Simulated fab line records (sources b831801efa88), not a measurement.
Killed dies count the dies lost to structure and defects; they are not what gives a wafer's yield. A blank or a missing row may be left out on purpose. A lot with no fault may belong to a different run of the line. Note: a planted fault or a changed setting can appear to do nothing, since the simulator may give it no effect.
fab line records + flow sky130
record:
- lots: 12
- wafers: 36
- lastDay: 50
route steps=708 shown SONOS_ONO@183 LDD_P@264 LI_CONTACT@381
lots with no fault: from the same line, run without faults
startH: the number of hours between the record's first day and the start of the first shown wafer of the lot + waitH: hours from the lot's prior step to this one + " as in the row above + L1.1+2: one row covering several wafers at once + - no value, or no start was given + * or withheld: withheld + < > ~ a bound
route shown NAME@n: a module of which the file shows steps, and the number in the route of the first + usual: mean/standard deviation of fault-free wafers + same: alike in all rows + chamber/n: place in a boat + sites: each site's reading + _std_site: standard deviation across them + _edge_site: the outer-site mean with the inner-site mean subtracted + radiusMm: for every site, how far away it sits from the centre of the wafer + mask NAME#n: copy n + behind: the last tool/chamber to shape the wafer + hold: why the lot was held/for how many hours/how that ended + device: the n, p or np transistor that did not switch + end of line: the same wafers' tests at the end of the route + a step with no rows: only its recipe + killed: count of dies lost to structure and defects at first sort (not the wafer's yield) + map: dies across one wafer; x = killed, . = not, _ = none there
set.NAME: the setting the step ran with; set.NAME@STEP: the setting that earlier step ran with + model.NAME: the simulator's own value behind a step, which no gauge read
route steps across a sampled set of lots; one table per step, one row per wafer
services: from which hour (startH, from the record's first day; less than 0 if before it) a tool's chamber was out of use, for how many hours, and why
== steps ==
step: SKY_SONOS_ONO_ETCH_15
recipe:
- targetDepthNm: 19.52
- chemistry: CHF3/O2
- sourceW: 600
- biasW: 200
- pressureMtorr: 40
- chf3FlowSccm: 50
- O2_flow_sccm: 5
- timeS: 7.8
usual:
- drypumpMotorCurrentA: 6.0/0.49
- oesProductAu: 1.001/0.0092
- rfFwdPowerW: 589.4/2.8
- throttleValvePct: 8.825/0.0089
| lot.wafer | tool       | chamber | startH | waitH | drypumpMotorCurrentA | oesProductAu | rfFwdPowerW | rfHoursCounterH | throttleValvePct |
|-----------|------------|---------|--------|-------|----------------------|--------------|-------------|-----------------|------------------|
| L369.2    | rieDiel-04 | 1       | 272.79 | 0.0   | 6.8                  | 0.997        | 591.4       | -               | 8.822            |
| L369.3    | "          | 1       | "      | "     | 6.8                  | 0.994        | 590.5       | -               | 8.833            |
| L369.4    | "          | 1       | "      | "     | 6.8                  | 0.993        | 590.4       | -               | 8.817            |
| L370.1    | rieDiel-01 | 0       | 285.61 | 0.0   | 6.6                  | 0.990        | 591.9       | 0               | 8.818            |
| L370.5    | "          | 1       | "      | "     | 5.3                  | 0.986        | 590.1       | -               | 8.838            |
| L370.6    | "          | 2       | "      | "     | 6.2                  | 1.001        | 589.5       | -               | 8.822            |
| L372.1    | rieDiel-01 | 2       | 293.96 | 0.0   | 6.2                  | 1.003        | 589.3       | 35              | 8.807            |
| L372.4    | "          | 1       | "      | "     | 5.3                  | 1.004        | 590.9       | 32              | 8.832            |
| L372.6    | "          | 2       | "      | "     | 6.2                  | 1.002        | 587.6       | -               | 8.822            |
| L374.1    | rieDiel-01 | 3       | 307.91 | 0.0   | 5.5                  | 1.013        | 588.3       | 81              | 8.836            |
| L374.2    | "          | 1       | "      | "     | 5.3                  | 1.000        | 589.5       | 33              | 8.833            |
| L374.3    | "          | 2       | "      | "     | 6.2                  | 1.007        | 588.6       | 35              | 8.842            |
| L377.2    | rieDiel-01 | 1       | 336.13 | 0.0   | 5.3                  | 0.998        | 592.5       | 33              | 8.832            |
| L377.4    | "          | 0       | "      | "     | 6.6                  | 0.993        | 594.0       | 1               | 8.824            |
| L377.6    | "          | 3       | "      | "     | 5.5                  | 1.020        | 589.3       | -               | 8.830            |
| L379.2    | rieDiel-03 | 1       | 355.26 | 0.0   | 6.6                  | 1.007        | 588.8       | 65              | 8.823            |
| L379.3    | "          | 3       | "      | "     | 5.7                  | 0.998        | 584.2       | 42              | 8.818            |
| L379.5    | "          | 1       | "      | "     | 6.6                  | 1.007        | 585.8       | -               | 8.823            |
| L380.3    | rieDiel-04 | 1       | 382.21 | 0.0   | 6.8                  | 0.999        | 590.9       | 1               | 8.814            |
| L380.5    | "          | 1       | "      | "     | 6.7                  | 0.999        | 590.7       | -               | 8.823            |
| L380.6    | "          | 0       | "      | "     | 5.9                  | 1.011        | 592.7       | -               | 8.833            |
| L382.1    | rieDiel-01 | 3       | 382.73 | 0.0   | 5.5                  | 1.013        | 590.5       | 82              | 8.818            |
| L382.3    | "          | 2       | "      | "     | 6.2                  | 0.997        | 590.4       | 36              | 8.821            |
| L382.4    | "          | 1       | "      | "     | 5.3                  | 0.998        | 592.1       | 34              | 8.816            |
| L383.1    | rieDiel-01 | 2       | 393.43 | 0.0   | 6.2                  | 1.005        | 592.8       | 36              | 8.822            |
| L383.3    | "          | 0       | "      | "     | 6.6                  | 0.999        | 591.9       | 2               | 8.842            |
| L383.5    | "          | 1       | "      | "     | 5.3                  | 1.010        | 589.7       | -               | 8.831            |
| L390.3    | rieDiel-03 | 1       | 457.21 | 0.0   | 6.6                  | 1.010        | 583.9       | 68              | 8.828            |
| L390.4    | "          | 0       | "      | "     | 5.5                  | 1.001        | 589.8       | 96              | 8.833            |
| L390.6    | "          | 3       | "      | "     | 5.7                  | 1.002        | 585.8       | -               | 8.842            |
| L391.3    | rieDiel-01 | 0       | 464.11 | 0.0   | 6.6                  | 0.992        | 589.5       | 3               | 8.832            |
| L391.4    | "          | 2       | "      | "     | 6.2                  | 1.002        | 588.6       | 37              | 8.833            |
| L391.6    | "          | 1       | "      | "     | 5.3                  | 1.014        | 593.3       | -               | 8.827            |
| L392.2    | rieDiel-01 | 3       | 473.58 | 0.0   | 5.5                  | 1.014        | 590.4       | 83              | 8.824            |
| L392.3    | "          | 1       | "      | "     | 5.3                  | 0.996        | 590.4       | 35              | 8.814            |
| L392.5    | "          | 0       | "      | "     | 6.6                  | 0.986        | 591.4       | -               | 8.809            |
step: SKY_LDD_P_IMPLANT_09
recipe:
- species: BF2
- energyKev: 25
- doseCm2: 1e+13
- tiltDeg: withheld
usual:
- doseIonsCm2: 1e+13/1.1e+10
- faradayCurrentUA: 56.4/1.1
| lot.wafer | tool         | chamber | startH | waitH | doseIonsCm2 | faradayCurrentUA |
|-----------|--------------|---------|--------|-------|-------------|------------------|
| L369.2    | implanter-04 | 0       | 433.62 | 0.0   | 9.993e+12   | 53.7             |
| L369.3    | "            | 0       | "      | "     | 1.001e+13   | 57.1             |
| L369.4    | "            | 0       | "      | "     | 1.0006e+13  | 56.8             |
| L372.1    | implanter-04 | 0       | 447.60 | 0.0   | 9.995e+12   | 57.0             |
| L372.4    | "            | 0       | "      | "     | 1e+13       | 56.7             |
| L372.6    | "            | 0       | "      | "     | 1.001e+13   | 56.8             |
| L370.1    | implanter-01 | 0       | 448.08 | 0.0   | 1.0007e+13  | 55.9             |
| L370.5    | "            | 0       | "      | "     | 1.0016e+13  | 57.1             |
| L370.6    | "            | 0       | "      | "     | 1.0007e+13  | 56.6             |
| L374.1    | implanter-01 | 0       | 463.75 | 0.0   | 1.0025e+13  | 55.5             |
| L374.2    | "            | 0       | "      | "     | 1.0027e+13  | 59.0             |
| L374.3    | "            | 0       | "      | "     | 1.001e+13   | 55.8             |
| L377.2    | implanter-04 | 0       | 498.50 | 0.0   | 1.0004e+13  | 56.1             |
| L377.4    | "            | 0       | "      | "     | 1.001e+13   | 55.1             |
| L377.6    | "            | 0       | "      | "     | 1.0006e+13  | 54.9             |
| L379.2    | implanter-01 | 0       | 527.20 | 0.0   | 1.0008e+13  | 56.6             |
| L379.3    | "            | 0       | "      | "     | 1.0002e+13  | 58.5             |
| L379.5    | "            | 0       | "      | "     | 1.0016e+13  | 54.8             |
| L380.3    | implanter-04 | 0       | 547.43 | 0.1   | 9.989e+12   | 55.2             |
| L380.5    | "            | 0       | "      | "     | 9.997e+12   | 54.7             |
| L380.6    | "            | 0       | "      | "     | 9.999e+12   | 56.8             |
| L382.1    | implanter-01 | 0       | 551.33 | 0.0   | 6.194e+12   | 36.2             |
| L382.3    | "            | 0       | "      | "     | 6.213e+12   | 35.3             |
| L382.4    | "            | 0       | "      | "     | 6.197e+12   | 35.1             |
| L383.1    | implanter-01 | 0       | 559.88 | 0.0   | 6.205e+12   | 34.8             |
| L383.3    | "            | 0       | "      | "     | 6.201e+12   | 35.3             |
| L383.5    | "            | 0       | "      | "     | 6.22e+12    | 35.5             |
| L390.3    | implanter-04 | 0       | 619.07 | 0.1   | 9.997e+12   | 58.6             |
| L390.4    | "            | 0       | "      | "     | 1e+13       | 58.7             |
| L390.6    | "            | 0       | "      | "     | 1.0007e+13  | 56.0             |
| L391.3    | implanter-04 | 0       | 625.77 | 0.1   | 9.981e+12   | 55.5             |
| L391.4    | "            | 0       | "      | "     | 9.976e+12   | 55.3             |
| L391.6    | "            | 0       | "      | "     | 9.97e+12    | 55.3             |
| L392.2    | implanter-04 | 0       | 633.40 | 0.0   | 1.001e+13   | 57.7             |
| L392.3    | "            | 0       | "      | "     | 1.0004e+13  | 56.4             |
| L392.5    | "            | 0       | "      | "     | 1.0013e+13  | 58.6             |
step: SKY_LDD_P_TW_MEAS_11
usual:
- LDD_P_TW: 643/5
| lot.wafer | tool         | chamber | startH | waitH | LDD_P_TW |
|-----------|--------------|---------|--------|-------|----------|
| L369.2    | filmMetro-03 | -       | 433.86 | 0.1   | 647      |
| L369.3    | "            | -       | "      | "     | 644      |
| L369.4    | "            | -       | "      | "     | 649      |
| L372.1    | filmMetro-01 | -       | 447.85 | 0.1   | 642      |
| L372.4    | "            | -       | "      | "     | 641      |
| L372.6    | "            | -       | "      | "     | 646      |
| L370.1    | filmMetro-01 | -       | 448.33 | 0.1   | 639      |
| L370.5    | "            | -       | "      | "     | 638      |
| L370.6    | "            | -       | "      | "     | 643      |
| L374.1    | filmMetro-03 | -       | 464.00 | 0.1   | 644      |
| L374.2    | "            | -       | "      | "     | 646      |
| L374.3    | "            | -       | "      | "     | 647      |
| L377.2    | filmMetro-03 | -       | 498.74 | 0.1   | 651      |
| L377.4    | "            | -       | "      | "     | 649      |
| L377.6    | "            | -       | "      | "     | 646      |
| L379.2    | filmMetro-03 | -       | 527.44 | 0.1   | 649      |
| L379.3    | "            | -       | "      | "     | 647      |
| L379.5    | "            | -       | "      | "     | 648      |
| L380.3    | filmMetro-02 | -       | 547.65 | 0.1   | 637      |
| L380.5    | "            | -       | "      | "     | 639      |
| L380.6    | "            | -       | "      | "     | 638      |
| L382.1    | filmMetro-01 | -       | 551.58 | 0.1   | 551      |
| L382.3    | "            | -       | "      | "     | 549      |
| L382.4    | "            | -       | "      | "     | 546      |
| L383.1    | filmMetro-02 | -       | 560.13 | 0.1   | 554      |
| L383.3    | "            | -       | "      | "     | 556      |
| L383.5    | "            | -       | "      | "     | 556      |
| L390.3    | filmMetro-02 | -       | 619.29 | 0.1   | 638      |
| L390.4    | "            | -       | "      | "     | 640      |
| L390.6    | "            | -       | "      | "     | 636      |
| L391.3    | filmMetro-03 | -       | 625.99 | 0.1   | 653      |
| L391.4    | "            | -       | "      | "     | 649      |
| L391.6    | "            | -       | "      | "     | 647      |
| L392.2    | filmMetro-02 | -       | 633.63 | 0.1   | 638      |
| L392.3    | "            | -       | "      | "     | 635      |
| L392.5    | "            | -       | "      | "     | 637      |
step: SKY_LI_CONTACT_SPUTTER_19
recipe:
- material: Ti
- targetThkNm: 20
- chamberPressurePa: 5
- powerW: 2500
- substrateTempC: 200
- timeS: 106.37
usual:
- throttleValvePct: 29.8/0.78
| lot.wafer | tool          | chamber | startH | waitH | throttleValvePct |
|-----------|---------------|---------|--------|-------|------------------|
| L369.2    | pvdSputter-04 | -       | 678.28 | 0.0   | 28.8             |
| L369.3    | "             | -       | "      | "     | 30.2             |
| L369.4    | "             | -       | "      | "     | 29.5             |
| L372.1    | pvdSputter-02 | -       | 689.82 | 0.0   | 30.6             |
| L372.4    | "             | -       | "      | "     | 31.6             |
| L372.6    | "             | -       | "      | "     | 29.8             |
| L370.1    | pvdSputter-04 | -       | 690.41 | 0.0   | 29.0             |
| L370.5    | "             | -       | "      | "     | 29.1             |
| L370.6    | "             | -       | "      | "     | 30.5             |
| L374.1    | pvdSputter-02 | -       | 703.35 | 0.0   | 31.2             |
| L374.2    | "             | -       | "      | "     | 29.7             |
| L374.3    | "             | -       | "      | "     | 30.6             |
| L377.2    | pvdSputter-01 | -       | 735.75 | 0.0   | 30.0             |
| L377.4    | "             | -       | "      | "     | 29.4             |
| L377.6    | "             | -       | "      | "     | 29.8             |
| L379.2    | pvdSputter-01 | -       | 755.55 | 0.0   | 29.3             |
| L379.3    | "             | -       | "      | "     | 29.9             |
| L379.5    | "             | -       | "      | "     | 30.0             |
| L380.3    | pvdSputter-04 | -       | 776.03 | 0.0   | 29.5             |
| L380.5    | "             | -       | "      | "     | 29.6             |
| L380.6    | "             | -       | "      | "     | 28.9             |
| L382.1    | pvdSputter-02 | -       | 780.10 | 0.0   | 29.8             |
| L382.3    | "             | -       | "      | "     | 30.3             |
| L382.4    | "             | -       | "      | "     | 31.4             |
| L383.1    | pvdSputter-04 | -       | 785.07 | 0.0   | 30.2             |
| L383.3    | "             | -       | "      | "     | 28.7             |
| L383.5    | "             | -       | "      | "     | 30.3             |
| L390.3    | pvdSputter-04 | -       | 835.77 | 0.0   | 28.6             |
| L390.4    | "             | -       | "      | "     | 28.7             |
| L390.6    | "             | -       | "      | "     | 29.2             |
| L391.3    | pvdSputter-04 | -       | 845.55 | 0.0   | 28.7             |
| L391.4    | "             | -       | "      | "     | 30.2             |
| L391.6    | "             | -       | "      | "     | 30.6             |
| L392.2    | pvdSputter-04 | -       | 857.60 | 0.0   | 29.0             |
| L392.3    | "             | -       | "      | "     | 29.0             |
| L392.5    | "             | -       | "      | "     | 30.3             |
step: SKY_LI_CONTACT_CVD_21
recipe:
- material: W
- targetThkNm: 400
- timeS: 120.56
- tempC: 400
- pressureTorr: 40
usual:
- chamberPressureTorr: 40.01/0.095
- heaterPowerW: 850/52
| lot.wafer | tool    | chamber | startH | waitH | chamberPressureTorr | heaterPowerW | sinceWetCleanH |
|-----------|---------|---------|--------|-------|---------------------|--------------|----------------|
| L369.2    | cvdW-02 | 1       | 678.42 | 0.0   | 39.96               | 881          | 774            |
| L369.3    | "       | 0       | "      | "     | 39.79               | 842          | -              |
| L369.4    | "       | 1       | "      | "     | 39.98               | 919          | -              |
| L372.1    | cvdW-02 | 1       | 689.96 | 0.0   | 40.09               | 909          | 786            |
| L372.4    | "       | 1       | "      | "     | 39.98               | 913          | -              |
| L372.6    | "       | 1       | "      | "     | 40.01               | 930          | -              |
| L370.1    | cvdW-02 | 0       | 690.55 | 0.0   | 40.01               | 818          | 787            |
| L370.5    | "       | 1       | "      | "     | 39.79               | 925          | -              |
| L370.6    | "       | 0       | "      | "     | 39.98               | 842          | -              |
| L374.1    | cvdW-01 | 0       | 703.48 | 0.0   | 40.09               | 779          | 299            |
| L374.2    | "       | 1       | "      | "     | 39.88               | 767          | 299            |
| L374.3    | "       | 0       | "      | "     | 40.06               | 807          | -              |
| L377.2    | cvdW-02 | 0       | 735.89 | 0.0   | 39.89               | 846          | 832            |
| L377.4    | "       | 1       | "      | "     | 40.00               | 894          | -              |
| L377.6    | "       | 0       | "      | "     | 39.98               | 858          | -              |
| L379.2    | cvdW-02 | 1       | 755.68 | 0.0   | 40.07               | 927          | 852            |
| L379.3    | "       | 1       | "      | "     | 39.95               | 933          | -              |
| L379.5    | "       | 1       | "      | "     | 39.94               | 915          | -              |
| L380.3    | cvdW-02 | 0       | 776.21 | 0.1   | 40.07               | 851          | -              |
| L380.5    | "       | 0       | "      | "     | 40.07               | 852          | -              |
| L380.6    | "       | 1       | "      | "     | 40.02               | 902          | -              |
| L382.1    | cvdW-01 | 0       | 780.23 | 0.0   | 39.98               | 819          | 376            |
| L382.3    | "       | 0       | "      | "     | 40.04               | 798          | -              |
| L382.4    | "       | 1       | "      | "     | 40.18               | 783          | -              |
| L383.1    | cvdW-01 | 1       | 785.21 | 0.0   | 39.95               | 775          | 381            |
| L383.3    | "       | 1       | "      | "     | 40.07               | 772          | -              |
| L383.5    | "       | 1       | "      | "     | 40.08               | 776          | -              |
| L390.3    | cvdW-01 | 0       | 835.95 | 0.1   | 39.96               | 781          | -              |
| L390.4    | "       | 1       | "      | "     | 40.07               | 781          | -              |
| L390.6    | "       | 0       | "      | "     | 39.89               | 821          | -              |
| L391.3    | cvdW-01 | 0       | 845.73 | 0.1   | 40.07               | 788          | -              |
| L391.4    | "       | 1       | "      | "     | 40.09               | 772          | -              |
| L391.6    | "       | 0       | "      | "     | 40.11               | 817          | -              |
| L392.2    | cvdW-02 | 1       | 857.73 | 0.0   | 39.81               | 934          | 954            |
| L392.3    | "       | 0       | "      | "     | 40.25               | 836          | -              |
| L392.5    | "       | 1       | "      | "     | 39.94               | 924          | -              |
== services ==
| tool          | chamber | startH | hours | kind   |
|---------------|---------|--------|-------|--------|
| implanter-04  | -       | 269.57 | 3.2   | pm     |
| cvdW-02       | -       | 271.59 | 0.9   | repair |
| rieDiel-01    | 2       | 291.13 | 2.0   | repair |
| pvdSputter-04 | -       | 304.46 | 0.6   | repair |
| cvdW-02       | -       | 323.59 | 1.9   | repair |
| cvdW-02       | -       | 357.60 | 2.8   | pm     |
| rieDiel-01    | 2       | 366.40 | 8.5   | repair |
| rieDiel-01    | 2       | 428.89 | 4.5   | repair |
| cvdW-02       | -       | 502.10 | 6.0   | pm     |
| cvdW-02       | 1       | 533.60 | 8.7   | repair |
| rieDiel-01    | -       | 560.20 | 2.8   | pm     |
| rieDiel-01    | 3       | 573.08 | 19.2  | repair |
| implanter-04  | -       | 575.97 | 1.9   | repair |
| implanter-04  | -       | 593.32 | 3.0   | repair |
| cvdW-02       | 0       | 638.83 | 3.5   | repair |
| implanter-04  | -       | 653.44 | 3.2   | repair |
| implanter-04  | -       | 675.37 | 7.0   | pm     |
| implanter-04  | -       | 706.73 | 15.4  | repair |
| implanter-04  | -       | 739.27 | 2.4   | repair |
| cvdW-02       | 0       | 759.84 | 3.7   | repair |
| rieDiel-01    | -       | 773.31 | 0.3   | repair |
| implanter-04  | -       | 787.57 | 5.0   | repair |
| rieDiel-01    | -       | 809.90 | 1.2   | repair |
| implanter-04  | -       | 847.97 | 4.9   | repair |
== key ==
firstSign:
- step: SKY_LDD_P_IMPLANT_09
- reading: doseIonsCm2
- direction: down
- sigmas: 99+
- usual: *
- struck: *
effect:
- step: SKY_LDD_P_IMPLANT_09
- reading: faradayCurrentUA
- direction: down
- sigmas: 19
- usual: 56.4
- struck: 35.4
effect:
- step: SKY_LDD_P_TW_MEAS_11
- reading: LDD_P_TW
- direction: down
- sigmas: 18
- usual: 643
- struck: 552
metAt SKY_LDD_P_IMPLANT_09
struckLots L382,L383
testerLeftOut L382,L383
notActingAt SKY_SONOS_ONO_ETCH_15,SKY_LI_CONTACT_SPUTTER_19,SKY_LI_CONTACT_CVD_21
onsetBetween 527.20 551.33
fault:
- kind: processParameterDrift
- tool: implanter-01
- chamber: -
- onsetH: 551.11
- steps: SKY_LDD_P_IMPLANT_09
- channel: doseCm2
- offset: *
- shape: step
- endH: 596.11
- actsIn: *
- stated: *
testerLeftOut: of these lots the tester's yield and bins aren't shown, on N5 and GAA mostly nor the transistor test; their killed dies are dies lost to structure and defects alone, not to doping, threshold or leakage, so they don't give the yield
